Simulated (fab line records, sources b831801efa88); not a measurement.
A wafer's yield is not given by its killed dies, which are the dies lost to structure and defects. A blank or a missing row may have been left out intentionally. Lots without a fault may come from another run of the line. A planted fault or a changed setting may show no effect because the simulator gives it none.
fab line records	flow sky130
[record] lots = 14	wafers = 42	last-day = 50
route steps=708 shown VIA3@596 PAD_OPEN@698
lots untouched by any fault: they come from a run of this same line in which no faults occurred
start-h: the number of hours between the record's first day and the start of the first shown wafer of the lot	wait-h: time in hours since the lot's previous step	" as in the row above	L1.1+2: a single row standing in for several wafers	- value missing, or start not given	* or withheld: withheld	< > ~ a bound
route shown NAME@n: NAME is a module with steps in the file, n the number in the route of the first one	usual: the fault-free wafers' mean and standard deviation	same: alike in all rows	chamber/n: place in a boat	sites: the reading at each site	_std_site: their standard deviation	_edge_site: the outer-site mean with the inner-site mean subtracted	radius-mm: for every site, how far away it sits from the centre of the wafer	mask NAME#n: copy n	behind: the most recent tool/chamber to have shaped the wafer	hold: what put the lot on hold/how long, in hours/how the hold closed	device: transistor that didn't switch, given as n, p or np	end of line: tests run on the same wafers once the route is complete	for a step that has no rows: nothing shown but its recipe	killed: the dies lost at the first sort to structure and to defects; this is not the yield of the wafer	map: per-die view of a wafer (x killed, . not killed, _ where there is no die)
set.NAME: setting as actually run; set.NAME@STEP: the setting as run at that earlier step	model.NAME: the simulator's own value behind a step, which no gauge read
one table for each step of the route and one row for each wafer, over a sample of lots
services: a tool's chamber out of use, with start hour (start-h, from the record's first day; less than 0 if before it), hours out, and reason
[[steps]]
[step SKY_VIA3_THK_MEAS_23]
[recipe] thk-meas-gauge = xrf	reads = W_of_VIA3_CVD_21
[usual] VIA3_W_THK = 385/8.5
lot.wafer	tool	chamber	start-h	wait-h	VIA3_W_THK[nm]
L194.3	film-metro-01	-	932.65	0.1	396
L194.5	"	-	"	"	387
L194.6	"	-	"	"	397
L195.3	film-metro-01	-	938.34	0.1	387
L195.4	"	-	"	"	380
L195.6	"	-	"	"	389
L198.1	film-metro-01	-	975.72	0.1	389
L198.2	"	-	"	"	386
L198.4	"	-	"	"	383
L196.2	film-metro-04	-	982.08	0.1	388
L196.3	"	-	"	"	391
L196.6	"	-	"	"	405
L199.2	film-metro-03	-	987.54	0.1	387
L199.3	"	-	"	"	379
L199.4	"	-	"	"	385
L201.2	film-metro-01	-	987.78	0.1	377
L201.4	"	-	"	"	388
L201.5	"	-	"	"	380
L202.4	film-metro-01	-	1018.21	0.1	374
L202.5	"	-	"	"	378
L202.6	"	-	"	"	400
L203.4	film-metro-03	-	1019.35	0.1	387
L203.5	"	-	"	"	389
L203.6	"	-	"	"	388
L205.3	film-metro-04	-	1019.43	0.1	378
L205.4	"	-	"	"	396
L205.5	"	-	"	"	390
L206.1	film-metro-01	-	1023.21	0.1	396
L206.3	"	-	"	"	398
L206.5	"	-	"	"	394
L207.2	film-metro-04	-	1029.27	0.1	400
L207.3	"	-	"	"	383
L207.5	"	-	"	"	394
L209.1	film-metro-01	-	1038.46	0.1	377
L209.4	"	-	"	"	376
L209.5	"	-	"	"	395
L212.2	film-metro-01	-	1062.79	0.1	389
L212.4	"	-	"	"	376
L212.6	"	-	"	"	391
L216.1	film-metro-03	-	1075.62	0.1	383
L216.3	"	-	"	"	382
L216.4	"	-	"	"	376
[step SKY_PAD_OPEN_EXPOSE_04]
[recipe] mask-id = PDM	target-cd-nm = 60000	na = 0.57	dose-mj = 260
[usual] exposure-dose-mJ-cm2 = 260.02/0.26
lot.wafer	tool	chamber	start-h	wait-h	mask	exposure-dose-mJ-cm2
L194.3	iline-stepper-01	0	1067.10	-	PDM#0	260.19
L194.5	"	0	"	"	PDM#0	259.99
L194.6	"	0	"	"	PDM#0	260.05
L195.3	iline-stepper-02	0	1069.17	-	PDM#0	259.91
L195.4	"	0	"	"	PDM#0	260.04
L195.6	"	0	"	"	PDM#0	260.38
L198.1	iline-stepper-01	0	1103.38	-	PDM#0	260.02
L198.2	"	0	"	"	PDM#0	260.18
L198.4	"	0	"	"	PDM#0	260.15
L196.2	iline-stepper-02	0	1108.35	-	PDM#0	259.84
L196.3	"	0	"	"	PDM#0	260.06
L196.6	"	0	"	"	PDM#0	259.71
L199.2	iline-stepper-02	0	1111.68	-	PDM#0	263.80
L199.3	"	0	"	"	PDM#0	264.46
L199.4	"	0	"	"	PDM#0	263.66
L201.2	iline-stepper-02	0	1114.04	-	PDM#0	263.74
L201.4	"	0	"	"	PDM#0	263.75
L201.5	"	0	"	"	PDM#0	263.83
L202.4	iline-stepper-02	0	1139.92	-	PDM#0	264.47
L202.5	"	0	"	"	PDM#0	264.29
L202.6	"	0	"	"	PDM#0	264.03
L203.4	iline-stepper-02	0	1140.32	-	PDM#0	263.97
L203.5	"	0	"	"	PDM#0	263.85
L203.6	"	0	"	"	PDM#0	263.98
L205.3	iline-stepper-01	0	1140.88	-	PDM#0	259.56
L205.4	"	0	"	"	PDM#0	260.05
L205.5	"	0	"	"	PDM#0	259.83
L206.1	iline-stepper-01	0	1141.68	-	PDM#0	260.54
L206.3	"	0	"	"	PDM#0	260.08
L206.5	"	0	"	"	PDM#0	260.30
L207.2	iline-stepper-01	0	1147.40	-	PDM#0	259.42
L207.3	"	0	"	"	PDM#0	259.81
L207.5	"	0	"	"	PDM#0	259.58
L209.1	iline-stepper-01	0	1154.91	-	PDM#0	259.85
L209.4	"	0	"	"	PDM#0	259.97
L209.5	"	0	"	"	PDM#0	260.03
L212.2	iline-stepper-01	0	1173.30	-	PDM#0	259.67
L212.4	"	0	"	"	PDM#0	259.92
L212.6	"	0	"	"	PDM#0	260.17
L216.1	iline-stepper-01	0	1185.07	-	PDM#0	259.93
L216.3	"	0	"	"	PDM#0	259.99
L216.4	"	0	"	"	PDM#0	260.05
[step SKY_PAD_OPEN_STRIP_08]
[recipe] chemistry = O2/N2	power-w = 1400	pressure-mtorr = 1500	platen-temp-c = withheld	overash-fraction = 0.7	o2-flow-sccm = 3000	n2-flow-sccm = 300
[usual] drypump-motor-current-A = 5.7/0.51	oes-product-au = 0.663/0.0043
lot.wafer	tool	chamber	start-h	wait-h	drypump-motor-current-A	oes-product-au	rf-hours-counter-h
L194.3	plasma-asher-04	1	1077.40	0.1	5.2	0.668	-
L194.5	"	0	"	"	6.2	0.661	-
L194.6	"	1	"	"	5.2	0.656	-
L195.3	plasma-asher-04	1	1080.05	0.1	5.2	0.661	-
L195.4	"	0	"	"	6.2	0.664	-
L195.6	"	1	"	"	5.2	0.670	-
L198.1	plasma-asher-02	0	1113.21	0.1	5.0	0.657	103
L198.2	"	1	"	"	5.5	0.666	103
L198.4	"	0	"	"	5.0	0.661	-
L196.2	plasma-asher-04	0	1117.48	0.1	6.2	0.661	67
L196.3	"	1	"	"	5.2	0.664	-
L196.6	"	1	"	"	5.2	0.668	-
L199.2	plasma-asher-04	1	1121.18	0.1	5.2	0.659	67
L199.3	"	0	"	"	6.1	0.662	-
L199.4	"	1	"	"	5.2	0.655	-
L201.2	plasma-asher-04	1	1124.12	0.1	5.2	0.674	68
L201.4	"	0	"	"	6.2	0.664	-
L201.5	"	1	"	"	5.2	0.655	-
L202.4	plasma-asher-03	1	1149.81	0.1	6.5	0.664	-
L202.5	"	0	"	"	5.8	0.667	-
L202.6	"	1	"	"	6.5	0.664	-
L203.4	plasma-asher-03	1	1150.16	0.1	6.5	0.662	-
L203.5	"	1	"	"	6.5	0.659	-
L203.6	"	0	"	"	5.8	0.666	-
L205.3	plasma-asher-04	0	1150.40	0.1	6.1	0.661	-
L205.4	"	1	"	"	5.2	0.663	-
L205.5	"	1	"	"	5.2	0.658	-
L206.1	plasma-asher-04	0	1151.27	0.1	6.2	0.668	70
L206.3	"	0	"	"	6.2	0.662	-
L206.5	"	0	"	"	6.1	0.658	-
L207.2	plasma-asher-03	0	1155.33	0.1	5.8	0.660	40
L207.3	"	1	"	"	6.5	0.664	-
L207.5	"	0	"	"	5.8	0.655	-
L209.1	plasma-asher-02	0	1163.81	0.1	5.0	0.671	108
L209.4	"	1	"	"	5.5	0.663	-
L209.5	"	1	"	"	5.5	0.665	-
L212.2	plasma-asher-04	1	1179.58	0.1	5.2	0.664	73
L212.4	"	0	"	"	6.1	0.662	-
L212.6	"	0	"	"	6.1	0.661	-
L216.1	plasma-asher-02	1	1191.83	0.1	5.5	0.667	111
L216.3	"	0	"	"	5.0	0.667	-
L216.4	"	1	"	"	5.5	0.666	-
[step SKY_PAD_OPEN_BOW_MEAS_13]
[recipe] mode = bow
[usual] PAD_OPEN_BOW = 48/8.9
lot.wafer	tool	chamber	start-h	wait-h	PAD_OPEN_BOW[um]
L194.3	film-metro-02	-	1079.53	-	48
L194.5	"	-	"	"	50
L194.6	"	-	"	"	47
L195.3	film-metro-02	-	1082.18	-	52
L195.4	"	-	"	"	51
L195.6	"	-	"	"	45
L198.1	film-metro-02	-	1115.31	-	47
L198.2	"	-	"	"	46
L198.4	"	-	"	"	52
L196.2	film-metro-03	-	1120.36	-	48
L196.3	"	-	"	"	50
L196.6	"	-	"	"	42
L199.2	film-metro-01	-	1123.36	-	48
L199.3	"	-	"	"	46
L199.4	"	-	"	"	52
L201.2	film-metro-02	-	1126.24	-	61
L201.4	"	-	"	"	62
L201.5	"	-	"	"	53
L202.4	film-metro-02	-	1152.27	-	45
L202.5	"	-	"	"	43
L202.6	"	-	"	"	67
L203.4	film-metro-01	-	1152.70	-	38
L203.5	"	-	"	"	34
L203.6	"	-	"	"	34
L206.1	film-metro-03	-	1153.72	-	60
L206.3	"	-	"	"	65
L206.5	"	-	"	"	57
L205.3	film-metro-02	-	1153.75	-	33
L205.4	"	-	"	"	43
L205.5	"	-	"	"	40
L207.2	film-metro-03	-	1157.62	-	58
L207.3	"	-	"	"	55
L207.5	"	-	"	"	61
L209.1	film-metro-01	-	1165.91	-	28
L209.4	"	-	"	"	47
L209.5	"	-	"	"	46
L212.2	film-metro-03	-	1182.33	-	40
L212.4	"	-	"	"	42
L212.6	"	-	"	"	42
L216.1	film-metro-03	-	1194.10	-	57
L216.3	"	-	"	"	53
L216.4	"	-	"	"	46
[step SKY_PAD_OPEN_PROBE_99]
[usual] killed_at_M0_to_M3 = 43/7.5	killed_at_M4_up = 2.8/1.8	killed-at-contacts = 24/5.3	killed-at-front-end = 14/4.2	killed-at-other = 0.3/0.54	killed-dies = 84/9.4	killed-open = 46/7.1	killed-short = 38/6.6
[same] gross-dies = 492	killed-at-back-side = 0
lot.wafer	tool	chamber	start-h	wait-h	killed_at_M0_to_M3	killed_at_M4_up	killed-at-contacts	killed-at-front-end	killed-at-other	killed-dies	killed-open	killed-short
L198.1	prober-02	-	1115.43	0.1	38	1	26	8	0	73	41	32
L198.2	prober-02	-	1115.48	0.1	44	1	21	20	1	87	46	41
L198.4	prober-02	-	1115.58	0.2	39	5	32	14	0	90	44	46
L196.2	prober-02	-	1120.51	0.1	47	3	18	15	0	83	48	35
L196.3	prober-02	-	1120.56	0.2	33	0	19	18	0	70	41	29
L196.6	prober-02	-	1120.71	0.2	54	5	23	14	0	96	56	40
L202.4	prober-02	-	1152.48	0.2	54	1	21	16	1	93	43	48
L202.5	prober-02	-	1152.53	0.2	40	3	30	15	1	89	47	41
L202.6	prober-02	-	1152.58	0.2	48	2	21	14	1	86	45	38
L206.1	prober-01	-	1153.84	0.1	43	2	17	19	0	81	46	35
L206.3	prober-01	-	1153.94	0.2	44	2	16	26	0	88	43	45
L206.5	prober-01	-	1154.04	0.2	51	3	16	13	0	83	50	33
L205.3	prober-02	-	1153.93	0.2	38	3	29	9	0	79	39	40
L205.4	prober-02	-	1153.98	0.2	45	4	26	10	1	86	49	37
L205.5	prober-02	-	1154.03	0.2	40	4	29	8	0	81	46	35
L209.1	prober-01	-	1166.03	0.1	39	4	23	11	0	77	39	37
L209.4	prober-01	-	1166.18	0.2	45	3	13	11	0	72	39	32
L209.5	prober-01	-	1166.23	0.2	46	5	23	14	0	88	50	38
L216.1	prober-01	-	1194.22	0.1	44	4	27	15	0	90	50	38
L216.3	prober-01	-	1194.32	0.2	51	3	21	11	1	87	58	29
L216.4	prober-01	-	1194.37	0.2	33	4	16	8	0	61	34	27
// killed by level:class
L198.1 CONTACT:geometric-particle:open=11 VIA1:geometric-particle:open=10 VIA2:geometric-particle:open=7 LOCAL_INTERCONNECT:geometric-particle:short=6 METAL2:geometric-particle:short=5 VIA2:geometric-particle:short=5 LI_CONTACT:geometric-particle:open=3 LI_CONTACT:geometric-particle:short=3
L198.2 CONTACT:geometric-particle:open=10 VIA1:geometric-particle:open=8 VIA1:geometric-particle:short=7 FIELD_ISO:geometric-particle:short=6 POLY_GATE:geometric-particle:open=6 VIA3:geometric-particle:open=6 METAL1:geometric-particle:short=6 METAL2:geometric-particle:short=6
L198.4 CONTACT:geometric-particle:open=13 VIA1:geometric-particle:open=11 CONTACT:geometric-particle:short=9 METAL1:geometric-particle:short=6 METAL2:geometric-particle:short=6 POLY_GATE:geometric-particle:open=5 METAL2:geometric-particle:open=4 LI_CONTACT:geometric-particle:open=4
L196.2 VIA1:geometric-particle:open=15 CONTACT:geometric-particle:open=9 VIA1:geometric-particle:short=7 FIELD_ISO:geometric-particle:open=5 VIA2:geometric-particle:short=5 VIA3:geometric-particle:open=5 LI_CONTACT:geometric-particle:open=4 METAL2:geometric-particle:short=4
L196.3 VIA1:geometric-particle:open=9 FIELD_ISO:geometric-particle:open=7 LI_CONTACT:geometric-particle:open=7 CONTACT:geometric-particle:short=6 VIA2:geometric-particle:open=5 METAL2:geometric-particle:short=5 POLY_GATE:geometric-particle:open=4 METAL1:geometric-particle:short=4
L196.6 VIA1:geometric-particle:open=13 CONTACT:geometric-particle:open=10 LI_CONTACT:geometric-particle:open=8 VIA2:geometric-particle:open=8 METAL1:geometric-particle:short=8 VIA1:geometric-particle:short=5 VIA2:geometric-particle:short=5 VIA3:geometric-particle:open=5
L202.4 VIA1:geometric-particle:open=11 VIA2:geometric-particle:open=8 VIA3:geometric-particle:open=8 CONTACT:geometric-particle:open=7 POLY_GATE:geometric-particle:short=6 LOCAL_INTERCONNECT:geometric-particle:short=6 VIA1:geometric-particle:short=6 METAL1:geometric-particle:short=6
L202.5 LI_CONTACT:geometric-particle:open=9 CONTACT:geometric-particle:open=8 CONTACT:geometric-particle:short=7 VIA1:geometric-particle:open=7 METAL2:geometric-particle:short=7 METAL1:geometric-particle:short=5 VIA2:geometric-particle:open=5 FIELD_ISO:geometric-particle:short=4
L202.6 CONTACT:geometric-particle:open=9 METAL1:geometric-particle:short=9 VIA1:geometric-particle:open=9 VIA2:geometric-particle:open=8 METAL2:geometric-particle:short=5 VIA3:geometric-particle:open=5 FIELD_ISO:geometric-particle:short=4 VIA3:geometric-particle:short=4
L206.1 VIA2:geometric-particle:open=10 CONTACT:geometric-particle:open=7 VIA1:geometric-particle:open=7 METAL2:geometric-particle:short=7 FIELD_ISO:geometric-particle:open=6 FIELD_ISO:geometric-particle:short=4 POLY_GATE:geometric-particle:open=4 LI_CONTACT:geometric-particle:open=4
L205.3 LOCAL_INTERCONNECT:geometric-particle:short=14 CONTACT:geometric-particle:open=11 VIA1:geometric-particle:open=8 VIA2:geometric-particle:short=5 VIA2:geometric-particle:open=5 VIA3:geometric-particle:open=5 FIELD_ISO:geometric-particle:short=4 METAL2:geometric-particle:short=4
L206.3 CONTACT:geometric-particle:open=11 VIA1:geometric-particle:open=9 FIELD_ISO:geometric-particle:short=7 METAL2:geometric-particle:short=7 VIA2:geometric-particle:open=6 POLY_GATE:geometric-particle:open=5 VIA3:geometric-particle:short=5 SPACER:geometric-particle:short=4
L205.4 VIA1:geometric-particle:open=12 CONTACT:geometric-particle:open=11 LI_CONTACT:geometric-particle:open=8 METAL2:geometric-particle:short=8 METAL1:geometric-particle:short=6 VIA2:geometric-particle:open=6 FIELD_ISO:geometric-particle:short=4 FIELD_ISO:geometric-particle:open=3
L205.5 CONTACT:geometric-particle:open=11 VIA3:geometric-particle:open=7 LI_CONTACT:geometric-particle:open=6 CONTACT:geometric-particle:short=6 VIA1:geometric-particle:open=6 VIA2:geometric-particle:open=5 LOCAL_INTERCONNECT:geometric-particle:short=5 VIA1:geometric-particle:short=5
L206.5 VIA2:geometric-particle:open=12 VIA1:geometric-particle:open=9 METAL2:geometric-particle:short=8 VIA3:geometric-particle:open=7 LI_CONTACT:geometric-particle:open=6 POLY_GATE:geometric-particle:open=5 FIELD_ISO:geometric-particle:open=4 CONTACT:geometric-particle:short=4
L209.1 VIA1:geometric-particle:open=8 CONTACT:geometric-particle:open=8 VIA3:geometric-particle:open=8 LI_CONTACT:geometric-particle:short=5 VIA1:geometric-particle:short=5 POLY_GATE:geometric-particle:short=4 CONTACT:geometric-particle:short=4 METAL1:geometric-particle:short=4
L209.4 VIA3:geometric-particle:open=8 VIA2:geometric-particle:open=6 FIELD_ISO:geometric-particle:open=5 VIA1:geometric-particle:open=5 METAL3:geometric-particle:short=5 CONTACT:geometric-particle:open=4 VIA1:geometric-particle:short=4 METAL2:geometric-particle:short=4
L209.5 LI_CONTACT:geometric-particle:open=9 CONTACT:geometric-particle:open=7 VIA2:geometric-particle:open=7 VIA1:geometric-particle:open=7 VIA1:geometric-particle:short=7 FIELD_ISO:geometric-particle:open=6 VIA3:geometric-particle:open=6 METAL2:geometric-particle:short=6
L216.1 CONTACT:geometric-particle:open=8 LI_CONTACT:geometric-particle:open=8 VIA2:geometric-particle:open=8 VIA3:geometric-particle:open=8 METAL1:geometric-particle:short=7 CONTACT:geometric-particle:short=6 VIA1:geometric-particle:open=6 FIELD_ISO:geometric-particle:short=5
L216.3 VIA1:geometric-particle:open=17 VIA2:geometric-particle:open=10 VIA3:geometric-particle:open=9 LI_CONTACT:geometric-particle:open=8 CONTACT:geometric-particle:open=7 METAL2:geometric-particle:short=6 CONTACT:geometric-particle:short=4 VIA2:geometric-particle:short=4
L216.4 VIA1:geometric-particle:open=8 LI_CONTACT:geometric-particle:open=7 METAL1:geometric-particle:short=6 CONTACT:geometric-particle:open=5 VIA1:geometric-particle:short=4 VIA2:geometric-particle:open=4 VIA3:geometric-particle:open=4 POLY_GATE:geometric-particle:open=3
[[services]]
tool	chamber	start-h	hours	kind
iline-stepper-02	0	1058.14	-	calibration
iline-stepper-02	-	1058.75	1.7	pm
iline-stepper-02	-	1078.87	8.9	pm
plasma-asher-02	-	1113.72	1.1	repair
iline-stepper-01	0	1127.21	-	calibration
iline-stepper-01	-	1150.49	1.7	pm
plasma-asher-04	-	1181.53	5.8	repair
[[key]]
[first-sign] step = SKY_PAD_OPEN_EXPOSE_04	reading = exposure-dose-mJ-cm2	direction = up	sigmas = 15	usual = *	struck = *
effect none on later readings
met-at SKY_PAD_OPEN_EXPOSE_04
struck-lots L199,L201,L202,L203
tester-left-out L203
not-acting-at SKY_VIA3_THK_MEAS_23,SKY_PAD_OPEN_STRIP_08,SKY_PAD_OPEN_BOW_MEAS_13
onset-between 1108.35 1111.68
[earlier-fault] kind = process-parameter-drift	tool = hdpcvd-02	chamber = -	onset-h = 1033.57	steps = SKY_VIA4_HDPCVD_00	channel = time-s	offset = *	shape = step	acts-in = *	stated = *
[earlier-fault] kind = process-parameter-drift	tool = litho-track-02	chamber = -	onset-h = 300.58	steps = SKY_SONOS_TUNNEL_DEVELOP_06	channel = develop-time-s	offset = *	shape = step	end-h = 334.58	acts-in = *	stated = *
[fault] kind = process-parameter-drift	tool = iline-stepper-02	chamber = -	onset-h = 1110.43	steps = SKY_PAD_OPEN_EXPOSE_04	channel = dose-mj	offset = 4.0721	shape = step	acts-in = these-recipes-only	stated = 260
// tester-left-out: of these lots the tester's yield and bins aren't shown, on N5 and GAA mostly nor the transistor test; their killed dies are dies lost to structure and defects alone, not to doping, threshold or leakage, so they don't give the yield
